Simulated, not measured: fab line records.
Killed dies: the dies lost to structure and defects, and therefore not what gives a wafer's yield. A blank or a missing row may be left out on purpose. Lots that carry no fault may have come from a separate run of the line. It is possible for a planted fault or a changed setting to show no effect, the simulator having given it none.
8D (eight disciplines) problem report, filled in by code ; flow gf180mcu ; the parts of the form that need people (team, actions taken, sign-off) are left out

## 1. WHAT IS WRONG
Wafers free of any fault read 46.12 ohm/sq (standard deviation 0.091) for NSD_RS at GF_PSD_RS_MEAS_14, against a mean of 43.76 ohm/sq on 6 wafers of 2 lots. That is -26 standard deviations from the usual mean.
The step: measures by four-point-probe.
First observed at day 17 18:57: wafer L218.2, on film_metro-02. The record has a number at this step for 39 wafers belonging to 13 lots. By rule, "out" or "out of limits" means more than 4 standard deviations away from the usual mean. The other wafers with a number count as sound.

## 2. WHAT THIS IS AND IS NOT
question;is;is not
which readings at this step;NSD_RS;-
which lots;L218, L219;L208, L209, L211, L214, L224, L225, L226, L227, L228, L230, L231
which wafers of those lots;all that have a number;-
read on which gauges;film_metro-02, film_metro-04;film_metro-03
when;from day 17 18:57;"up to then (12 sound wafers); but 21 sound wafers of L224, L225, L226, L227, L228, L230, L231 came after"

## 3. WHAT RULES OUT EACH SUSPECT
Counting: a tool stays on the suspect list if, at a process step up to the reading, it processed all lots that are out and no sound lot following the first of them.
- the gauge at GF_PSD_RS_MEAS_14 is ruled out. The wafers that are out were read on 2 gauges (film_metro-02, film_metro-04).
- rtp_anneal-01 at GF_PSD_RTA_13 (time 20 s): ruled out as a lasting fault. After its first lot that is out, L218 (day 17 18:52), sound lots L226, L228, L230, L231 ran on it.
Left after counting: nothing in the record.

## 4. THE CAUSE (what the simulator had put in)
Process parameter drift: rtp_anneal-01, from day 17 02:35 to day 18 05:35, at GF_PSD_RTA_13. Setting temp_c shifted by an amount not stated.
Counting ruled it out, wrongly: the rule takes a fault to strike every lot that its tool runs from its start on, and this one did not.

## 5. THE EFFECT CHAIN, in route order
One row per reading whose mean, taken over the struck wafers that have a number, lies over 3 standard deviations from the usual. Only readings for which the record gives a usual standard deviation are gone through. hours: the time from each lot's start at the first step in this table that gives one to its start at this step, as a median over the lots. sigmas: the change in usual standard deviations.
hours;step;reading;usual;on struck wafers;change;sigmas
0;GF_PSD_RS_MEAS_14;NSD_RS;46.12 ohm/sq;43.76;-2.36;-26
0;GF_PSD_RS_MEAS_15;PSD_RS;108.50 ohm/sq;101.28;-7.22;-26
Later steps that measure or inspect, where all struck wafers having a row at the step show a number for every such reading and not one has moved that far: GF_V1_RS_MEAS_24.

## 6. WHAT WOULD HAVE CAUGHT IT SOONER
In this record the first reading out of limits at a measuring or inspecting step was taken at day 17 18:57, 16 hours after the fault began at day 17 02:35.
Tool readings at GF_PSD_RTA_13 with a usual standard deviation given in the record: none out on any struck wafer, hence no alarm at a limit of 4 standard deviations on them.
